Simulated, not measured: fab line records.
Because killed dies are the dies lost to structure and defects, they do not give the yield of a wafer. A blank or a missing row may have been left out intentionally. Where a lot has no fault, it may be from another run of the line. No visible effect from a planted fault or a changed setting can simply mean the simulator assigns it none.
Lot-split experiment || flow sky130 || on a route of 708 steps: 5 lots, 23 wafers read

ON THE SPLIT
At SKY_VIA1_SPUTTER_20 (material TiN, target thk 20 nm, time 80 s), the setting power w was moved away from the recipe's 4000 W on 7 of the 23 wafers read, by -9.1% to +8.0%. The other wafers ran this setting at the recipe's value.

The reading comes from the split's own step.

THE READING
TiN_of_VIA1_SPUTTER_20.thk nm (the simulator's own value, which no gauge read), in nm, at SKY_VIA1_SPUTTER_20 (material TiN, target thk 20 nm, time 80 s). There is no usual value for it anywhere in the file. The 16 wafers here that ran the recipe average 20.04 nm, standard deviation 0.22 nm.

{"wafer": "L077.1", "tool, chamber at the split": "pvd sputter-04, -", "power w as run, W": 3636, "against the recipe": "-9.1%", "TiN_of_VIA1_SPUTTER_20.thk nm, nm": 18.43, "against lot-mates on the recipe": -1.91}
{"wafer": "L077.2", "tool, chamber at the split": "pvd sputter-04, -", "power w as run, W": 3636, "against the recipe": "-9.1%", "TiN_of_VIA1_SPUTTER_20.thk nm, nm": 18.32, "against lot-mates on the recipe": -2.02}
{"wafer": "L077.3", "tool, chamber at the split": "pvd sputter-04, -", "power w as run, W": 4000, "against the recipe": "recipe", "TiN_of_VIA1_SPUTTER_20.thk nm, nm": 20.27, "against lot-mates on the recipe": "-"}
{"wafer": "L077.5", "tool, chamber at the split": "pvd sputter-04, -", "power w as run, W": 4000, "against the recipe": "recipe", "TiN_of_VIA1_SPUTTER_20.thk nm, nm": 20.4, "against lot-mates on the recipe": "-"}
{"wafer": "L077.6", "tool, chamber at the split": "pvd sputter-04, -", "power w as run, W": 3636, "against the recipe": "-9.1%", "TiN_of_VIA1_SPUTTER_20.thk nm, nm": 18.35, "against lot-mates on the recipe": -1.98}
{"wafer": "L080.2", "tool, chamber at the split": "pvd sputter-04, -", "power w as run, W": 4000, "against the recipe": "recipe", "TiN_of_VIA1_SPUTTER_20.thk nm, nm": 19.89, "against lot-mates on the recipe": "-"}
{"wafer": "L080.4", "tool, chamber at the split": "pvd sputter-04, -", "power w as run, W": 4000, "against the recipe": "recipe", "TiN_of_VIA1_SPUTTER_20.thk nm, nm": 19.91, "against lot-mates on the recipe": "-"}
{"wafer": "L080.5", "tool, chamber at the split": "pvd sputter-04, -", "power w as run, W": 4000, "against the recipe": "recipe", "TiN_of_VIA1_SPUTTER_20.thk nm, nm": 19.78, "against lot-mates on the recipe": "-"}
{"wafer": "L082.1", "tool, chamber at the split": "pvd sputter-01, -", "power w as run, W": 4000, "against the recipe": "recipe", "TiN_of_VIA1_SPUTTER_20.thk nm, nm": 20.26, "against lot-mates on the recipe": "-"}
{"wafer": "L082.3", "tool, chamber at the split": "pvd sputter-01, -", "power w as run, W": 4000, "against the recipe": "recipe", "TiN_of_VIA1_SPUTTER_20.thk nm, nm": 20.28, "against lot-mates on the recipe": "-"}
{"wafer": "L082.4", "tool, chamber at the split": "pvd sputter-01, -", "power w as run, W": 4000, "against the recipe": "recipe", "TiN_of_VIA1_SPUTTER_20.thk nm, nm": 20.43, "against lot-mates on the recipe": "-"}
{"wafer": "L082.5", "tool, chamber at the split": "pvd sputter-01, -", "power w as run, W": 3814, "against the recipe": "-4.6%", "TiN_of_VIA1_SPUTTER_20.thk nm, nm": 19.13, "against lot-mates on the recipe": -1.19}
{"wafer": "L082.6", "tool, chamber at the split": "pvd sputter-01, -", "power w as run, W": 3814, "against the recipe": "-4.6%", "TiN_of_VIA1_SPUTTER_20.thk nm, nm": 19.34, "against lot-mates on the recipe": -0.98}
{"wafer": "L084.1", "tool, chamber at the split": "pvd sputter-01, -", "power w as run, W": 4000, "against the recipe": "recipe", "TiN_of_VIA1_SPUTTER_20.thk nm, nm": 19.84, "against lot-mates on the recipe": "-"}
{"wafer": "L084.2", "tool, chamber at the split": "pvd sputter-01, -", "power w as run, W": 4000, "against the recipe": "recipe", "TiN_of_VIA1_SPUTTER_20.thk nm, nm": 19.87, "against lot-mates on the recipe": "-"}
{"wafer": "L084.3", "tool, chamber at the split": "pvd sputter-01, -", "power w as run, W": 4000, "against the recipe": "recipe", "TiN_of_VIA1_SPUTTER_20.thk nm, nm": 19.78, "against lot-mates on the recipe": "-"}
{"wafer": "L084.5", "tool, chamber at the split": "pvd sputter-01, -", "power w as run, W": 4000, "against the recipe": "recipe", "TiN_of_VIA1_SPUTTER_20.thk nm, nm": 19.89, "against lot-mates on the recipe": "-"}
{"wafer": "L084.6", "tool, chamber at the split": "pvd sputter-01, -", "power w as run, W": 4000, "against the recipe": "recipe", "TiN_of_VIA1_SPUTTER_20.thk nm, nm": 20.12, "against lot-mates on the recipe": "-"}
{"wafer": "L085.1", "tool, chamber at the split": "pvd sputter-04, -", "power w as run, W": 4320, "against the recipe": "+8.0%", "TiN_of_VIA1_SPUTTER_20.thk nm, nm": 21.61, "against lot-mates on the recipe": "+1.64"}
{"wafer": "L085.2", "tool, chamber at the split": "pvd sputter-04, -", "power w as run, W": 4000, "against the recipe": "recipe", "TiN_of_VIA1_SPUTTER_20.thk nm, nm": 19.83, "against lot-mates on the recipe": "-"}
{"wafer": "L085.3", "tool, chamber at the split": "pvd sputter-04, -", "power w as run, W": 4320, "against the recipe": "+8.0%", "TiN_of_VIA1_SPUTTER_20.thk nm, nm": 21.58, "against lot-mates on the recipe": "+1.61"}
{"wafer": "L085.4", "tool, chamber at the split": "pvd sputter-04, -", "power w as run, W": 4000, "against the recipe": "recipe", "TiN_of_VIA1_SPUTTER_20.thk nm, nm": 20.07, "against lot-mates on the recipe": "-"}
{"wafer": "L085.5", "tool, chamber at the split": "pvd sputter-04, -", "power w as run, W": 4000, "against the recipe": "recipe", "TiN_of_VIA1_SPUTTER_20.thk nm, nm": 20, "against lot-mates on the recipe": "-"}

FIT RESULTS
A straight line over all 23 wafers: TiN_of_VIA1_SPUTTER_20.thk nm changes by +0.187 nm for each +1% of power w; r = +0.97; the points scatter about the line by 0.2 nm.
The same after taking each lot's own level away (the mean of its wafers on the recipe; 23 wafers): +0.213 nm for each +1%; r = +0.99; scatter 0.094 nm.
Per that fit: largest power w move, reading shift of 1.9 nm.
Across the lots, their own levels run from 19.860 to 20.335 nm, a range of 2.2 times the standard deviation given above.
So the lot-to-lot level changes the slope: the two fits differ.
Check: for one of the wafers moved furthest among these (-9.1%), held out of the fit, the line's prediction against its lot-mates is -1.97 nm. Against them it came out at -1.91 nm.

OTHER SPLITS APPLIED TO THESE WAFERS
Note: prior to the reading, these wafers also went through further splits. Each is held against what the fit with the lots' levels taken away leaves over:
{"other split on the same wafers": "SKY_LOCAL_INTERCONNECT_COAT_06 spin rpm", "wafers away from the commonest value": 8, "r with TiN_of_VIA1_SPUTTER_20.thk nm (lot level and that fit taken away)": -0.19}
{"other split on the same wafers": "SKY_CONTACT_COAT_09 resist thk nm", "wafers away from the commonest value": 7, "r with TiN_of_VIA1_SPUTTER_20.thk nm (lot level and that fit taken away)": "+0.03"}
{"other split on the same wafers": "SKY_CONTACT_DEVELOP_13 develop time s", "wafers away from the commonest value": 10, "r with TiN_of_VIA1_SPUTTER_20.thk nm (lot level and that fit taken away)": -0.06}
{"other split on the same wafers": "SKY_METAL1_SPUTTER_02 time s", "wafers away from the commonest value": 11, "r with TiN_of_VIA1_SPUTTER_20.thk nm (lot level and that fit taken away)": -0.01}
{"other split on the same wafers": "SKY_VIA1_CMP_02 leave above ref nm", "wafers away from the commonest value": 8, "r with TiN_of_VIA1_SPUTTER_20.thk nm (lot level and that fit taken away)": "+0.14"}
{"other split on the same wafers": "SKY_VIA1_ETCH_14 source w", "wafers away from the commonest value": 9, "r with TiN_of_VIA1_SPUTTER_20.thk nm (lot level and that fit taken away)": "+0.01"}

FILE'S OWN FIT
TiN_of_VIA1_SPUTTER_20.thk nm changes by +0.214 nm for each +1% of power w, r = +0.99.
